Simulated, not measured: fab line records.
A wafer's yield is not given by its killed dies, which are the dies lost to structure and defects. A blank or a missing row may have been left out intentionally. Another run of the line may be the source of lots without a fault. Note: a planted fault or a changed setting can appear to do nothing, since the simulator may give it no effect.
A struck lot beside a sound one + flow sky130 + 18 steps out of a route of 708
Sound: the wafers L639.4, L639.5, L639.6. Wafers struck: L646.1, L646.5, L646.6. Last of all comes the cause.
Per side, at each step with rows, come the tool, then ch with its chambers, and then its first start. Under that, the readings that differ: sound wafers + struck wafers + difference of the means + sigmas: that difference in standard deviations of wafers without a fault.
alike: words and numbers the same on both sides, and readings whose means are apart by under 2 such deviations; not compared: readings that were withheld, readings missing a value for some wafer, numbers with overlapping values and no deviation given by the record, and bounds like >300 which may hide the same value.
A row with sigmas, a row that says differs or no value, or rows on one side alone: a step with any of these is where the two part. When numbers do not overlap yet have no deviation, they are printed without sigmas and do not part them. Lack of a reading on every wafer of one side parts them only where that side has two or more wafers.

first, 3 steps without rows for these wafers: SKY_VT_ADJUST_NCORE_EXPOSE_04 (exposes mask LVTN COMPLEMENT THIN, target cd 380 nm); SKY_VT_ADJUST_NCORE_PEB_05; SKY_VT_ADJUST_NCORE_DEVELOP_06 (develop time 60 s).
SKY_VT_ADJUST_NCORE_CD_MEAS_07: target cd 380 nm.
  struck on cdSem-01, day 12 00:28; sound on cdSem-02, day 9 19:30
  alike: cdNm
SKY_VT_ADJUST_NCORE_OVL_MEAS_08:
  struck on overlay-01, day 12 00:35; sound on overlay-01, day 9 19:34
  alike: VT_ADJUST_NCORE_OVL
after that, 1 step had no rows for these wafers: SKY_VT_ADJUST_NCORE_IMPLANT_09.
SKY_VT_ADJUST_NCORE_STRIP_10: strips in O2/N2.
  sound on plasmaAsher-04 ch 0,1, day 9 19:47; struck on plasmaAsher-04 ch 0,1, day 12 00:47
| reading                  | sound             | struck            | difference | sigmas |
|--------------------------|-------------------|-------------------|------------|--------|
| stripTimeToEndpointS (s) | 14.12 14.10 14.09 | 14.17 14.20 14.20 | +0.09      | +2     |
  alike: drypumpMotorCurrentA, oesProductAu
  not compared: rfHoursCounterH
SKY_VT_ADJUST_NCORE_TW_MEAS_11:
  struck on filmMetro-03, day 12 00:53; sound on filmMetro-04, day 9 19:52
  alike: VT_ADJUST_NCORE_TW
then, 4 steps without rows for these wafers: SKY_VT_ADJUST_HVTR_DEHYDRATE_00 (time 60 s); SKY_VT_ADJUST_HVTR_HMDS_01 (prime time 60 s); SKY_VT_ADJUST_HVTR_COAT_02 (resist thk 1140 nm); SKY_VT_ADJUST_HVTR_SOFTBAKE_03 (time 60 s).
SKY_VT_ADJUST_HVTR_EXPOSE_04: exposes mask HVTRM, target cd 380 nm.
  sound on ilineStepper-02 ch 0, day 10 07:46; struck on ilineStepper-02 ch 0, day 12 12:47
| reading                              | sound                | struck               | difference | sigmas |
|--------------------------------------|----------------------|----------------------|------------|--------|
| model.VT_ADJUST_HVTR.overlayXNm (nm) | -3.684 -3.684 -3.684 | -155.6 -155.6 -155.6 | -151.9     |        |
  alike: mask
then, 2 steps without rows for these wafers: SKY_VT_ADJUST_HVTR_PEB_05; SKY_VT_ADJUST_HVTR_DEVELOP_06 (develop time 60 s).
SKY_VT_ADJUST_HVTR_CD_MEAS_07: target cd 380 nm.
  struck on cdSem-02, day 13 00:56; sound on cdSem-02, day 10 19:27
  alike: cdNm
SKY_VT_ADJUST_HVTR_OVL_MEAS_08:
  struck on overlay-02, day 13 01:16; sound on overlay-02, day 10 19:31
| reading                 | sound          | struck               | difference | sigmas      |
|-------------------------|----------------|----------------------|------------|-------------|
| VT_ADJUST_HVTR_OVL (nm) | -2.9 -2.7 -2.8 | -158.5 -156.9 -158.9 | -155.3     | -99 or more |
  not compared: hold
SKY_PAD_OPEN_PROBE_99:
  the record holds rows for the sound wafers here (prober-01, day 47 08:32) but none for the struck ones

== WHERE THEY PART ==
Earliest at SKY_VT_ADJUST_NCORE_STRIP_10; latest, in this record, at SKY_PAD_OPEN_PROBE_99.

WHY: the cause the simulator had injected
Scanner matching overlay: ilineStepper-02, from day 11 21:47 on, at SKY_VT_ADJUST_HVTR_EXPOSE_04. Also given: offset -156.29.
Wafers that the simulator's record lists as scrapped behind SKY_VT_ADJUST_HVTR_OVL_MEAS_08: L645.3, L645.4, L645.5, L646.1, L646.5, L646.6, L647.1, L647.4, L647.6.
